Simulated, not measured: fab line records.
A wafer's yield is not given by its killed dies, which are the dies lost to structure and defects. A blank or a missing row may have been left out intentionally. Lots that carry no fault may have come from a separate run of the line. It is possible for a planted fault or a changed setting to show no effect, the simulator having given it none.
Struck lot and sound lot, side by side / flow sfqLine / 42 out of 325 route steps
Sound: wafers L849.1, L849.4, L849.5. Struck: wafers L865.1, L865.6. (L865.5 of the same lot was not struck and is left out.) The cause comes at the end.
Order at every step that has rows: each side's tool, ch and its chambers, its first start. Under that, the readings that differ: sound wafers / struck wafers / difference of the means / sigmas: that difference in standard deviations of wafers without a fault.
alike: readings whose means differ by less than 2 such deviations, and words and numbers that are the same on both sides. not compared: withheld readings, readings that some wafer has no value for, bounds like >300 that may hide the same value, and numbers for which the record gives no deviation and whose values overlap.
The two part at a step that has a row with sigmas, a row that says differs or no value, or rows on one side only. When numbers do not overlap yet have no deviation, they are printed without sigmas and do not part them. A reading missing from all wafers of one side parts the sides only when that side holds two or more wafers.

first, 6 steps without rows for these wafers: SFQ_TRILAYER_I2_VIA_LITHO_COAT_072 (resist thk 62 nm); SFQ_TRILAYER_I2_VIA_LITHO_COAT_067 (resist thk 650 nm); SFQ_TRILAYER_I2_VIA_LITHO_SOFTBAKE_071; SFQ_TRILAYER_I2_VIA_LITHO_EXPOSE_068 (exposes mask I2, target cd 500 nm); SFQ_TRILAYER_I2_VIA_LITHO_PEB_070 (peb time 60 s); SFQ_TRILAYER_I2_VIA_LITHO_DEVELOP_069 (time 60 s).
SFQ_I2_OVL_MEAS_918:
  sound on overlay-01, day 34 23:22; struck on overlay-01, day 45 10:41
  alike: I2_OVL
then, 2 steps without rows for these wafers: SFQ_TRILAYER_I2_VIA_BARC_OPEN_VIA_ETCH_096 (etches BARC in O2, target depth 125 nm, time 41.7 s); SFQ_TRILAYER_I2_VIA_ETCH_VIA_ETCH_070 (etches SiO2 in CHF3, stops on Nb, target depth 260 nm).
SFQ_TRILAYER_I2_VIA_STRIP_STRIP_071: strips in O2.
  sound on rieMetal-01 ch 0,1, day 34 23:33; struck on rieMetal-03 ch 0,1, day 45 10:53
  alike: drypumpMotorCurrentA, oesProductAu
  not compared: rfHoursCounterH
then, 2 steps without rows for these wafers: SFQ_TRILAYER_I2_VIA_STRIP_SOLV_CLEAN_072 (cleans in NMP, time 600 s); SFQ_TRILAYER_M3_DEP_PRE_CLEAN_074 (time 22.5 s).
SFQ_TRILAYER_M3_DEP_SPUTTER_073: material Nb, target thk 200 nm, time 133.3 s.
  sound on pvdSputter-06, day 35 00:22; struck on pvdSputter-06, day 45 11:41
reading=model.Nb_of_TRILAYER_M3_DEP_SPUTTER_073.thkNm (nm); sound=200.3 200.7 201.9; struck=189.2 189.8; difference=-11.5; sigmas=
  alike: throttleValvePct
SFQ_M3_RS_MEAS_919: uses a four-point probe to measure.
  sound on filmMetro-03, day 35 00:27; struck on filmMetro-04, day 45 11:46
reading=M3_NB_RS (ohm/sq); sound=0.889 0.887 0.881; struck=0.942 0.939; difference=+0.055; sigmas=+7
then, 6 steps without rows for these wafers: SFQ_TRILAYER_M3_LITHO_COAT_080 (resist thk 62 nm); SFQ_TRILAYER_M3_LITHO_COAT_075 (resist thk 600 nm); SFQ_TRILAYER_M3_LITHO_SOFTBAKE_079; SFQ_TRILAYER_M3_LITHO_EXPOSE_076 (exposes mask M3, target cd 500 nm); SFQ_TRILAYER_M3_LITHO_PEB_078 (peb time 60 s); SFQ_TRILAYER_M3_LITHO_DEVELOP_077 (time 60 s).
-- the record jumps here: 5 days lie between the struck wafers' starts before and after --
SFQ_M3_OVL_MEAS_921:
  sound on overlay-02, day 40 17:38; struck on overlay-02, day 50 16:00
  alike: M3_OVL
then, 1 step without rows for these wafers: SFQ_TRILAYER_M3_BARC_OPEN_METAL_ETCH_100 (etches BARC in O2, target depth 125 nm, time 41.7 s).
SFQ_TRILAYER_M3_ETCH_METAL_ETCH_078: etches Nb in Cl2/Ar, stops on SiO2, target depth 240 nm, time 120 s.
  sound on rieMetal-01 ch 0,1, day 40 17:44; struck on rieMetal-01 ch 1, day 50 16:05
reading=oesProductAu (a.u.); sound=0.893 0.895 0.906; struck=0.861 0.876; difference=-0.029; sigmas=-5
  alike: drypumpMotorCurrentA
  not compared: rfHoursCounterH
then, 2 steps without rows for these wafers: SFQ_TRILAYER_M3_STRIP_STRIP_079 (strips in O2); SFQ_TRILAYER_M3_STRIP_SOLV_CLEAN_080 (cleans in NMP, time 600 s).
SFQ_TRILAYER_I3_DEP_PECVD_081: deposits SiO2 from SiH4/N2O, time 111.11 s, target thk 500 nm.
  sound on pecvd-03 ch 0,1, day 40 18:38; struck on pecvd-01 ch 1, day 50 16:59
reading=throttleValvePct (%); sound=24.8 26.2 24.8; struck=22.4 22.4; difference=-2.9; sigmas=-2
  alike: heaterPowerW, showerheadVppV
SFQ_TRILAYER_I3_CMP_CMP_082: polishes SiO2.
  sound on cmp-01 ch 0,1,2, day 40 19:13; struck on cmp-02 ch 2, day 50 20:02
  alike: headPressurePsi, motorCurrentA, timeToEndpointS
SFQ_I3_BOW_MEAS_922:
  sound on filmMetro-04, day 40 21:43; struck on filmMetro-01, day 50 22:32
  alike: I3_BOW
SFQ_TRILAYER_I3_METRO_MEASURE_083:
  sound on filmMetro-04, day 40 21:50; struck on filmMetro-01, day 50 22:40
  alike: thkNm
then, 6 steps without rows for these wafers: SFQ_TRILAYER_I3_VIA_LITHO_COAT_090 (resist thk 62 nm); SFQ_TRILAYER_I3_VIA_LITHO_COAT_085 (resist thk 650 nm); SFQ_TRILAYER_I3_VIA_LITHO_SOFTBAKE_089; SFQ_TRILAYER_I3_VIA_LITHO_EXPOSE_086 (exposes mask I3, target cd 500 nm); SFQ_TRILAYER_I3_VIA_LITHO_PEB_088 (peb time 60 s); SFQ_TRILAYER_I3_VIA_LITHO_DEVELOP_087 (time 60 s).
-- the record jumps here: 5 days lie between the struck wafers' starts before and after --
SFQ_I3_OVL_MEAS_923:
  sound on overlay-01, day 41 01:24; struck on overlay-02, day 56 04:23
  alike: I3_OVL
then, 1 step without rows for these wafers: SFQ_TRILAYER_I3_VIA_BARC_OPEN_VIA_ETCH_121 (etches BARC in O2, target depth 125 nm, time 41.7 s).
SFQ_TRILAYER_I3_VIA_ETCH_VIA_ETCH_088: etches SiO2 in CHF3, stops on Nb, target depth 260 nm.
  sound on rieDiel-04 ch 1,2, day 41 01:29; struck on rieDiel-02 ch 2,3, day 56 04:27
  alike: drypumpMotorCurrentA, oesProductAu
then, 3 steps without rows for these wafers: SFQ_TRILAYER_I3_VIA_STRIP_STRIP_089 (strips in O2); SFQ_TRILAYER_I3_VIA_STRIP_SOLV_CLEAN_090 (cleans in NMP, time 600 s); SFQ_TRILAYER_M4_DEP_PRE_CLEAN_092 (time 22.5 s).
-- the record jumps here: 37 days lie between the struck wafers' starts before and after --
SFQ_M8_BOW_MEAS_951:
  sound on filmMetro-02, day 88 03:50; struck on filmMetro-04, day 92 21:07
reading=model.etest.m3.ohmUm; sound=1.77 1.767 1.761; struck=1.877 1.871; difference=+0.108; sigmas=
reading=model.etest.i2.linkOhm; sound=1.96 1.951 1.946; struck=2.009 2.013; difference=+0.059; sigmas=
reading=model.etest.m3.ohmSq; sound=0.8888 0.8871 0.8815; struck=0.9408 0.9381; difference=+0.0536; sigmas=
reading=model.etest.i3.linkOhm; sound=1.979 1.977 1.981; struck=2.021 2.031; difference=+0.047; sigmas=
  alike: M8_BOW

## WHERE THEY PART
First at SFQ_M3_RS_MEAS_919; last, within this record, at SFQ_TRILAYER_I3_DEP_PECVD_081. Later steps at which nothing parts them and some readings are alike: SFQ_TRILAYER_I3_CMP_CMP_082, SFQ_I3_BOW_MEAS_922, SFQ_TRILAYER_I3_METRO_MEASURE_083, SFQ_I3_OVL_MEAS_923, SFQ_TRILAYER_I3_VIA_ETCH_VIA_ETCH_088, SFQ_M8_BOW_MEAS_951.

WHY: what the simulator had put in
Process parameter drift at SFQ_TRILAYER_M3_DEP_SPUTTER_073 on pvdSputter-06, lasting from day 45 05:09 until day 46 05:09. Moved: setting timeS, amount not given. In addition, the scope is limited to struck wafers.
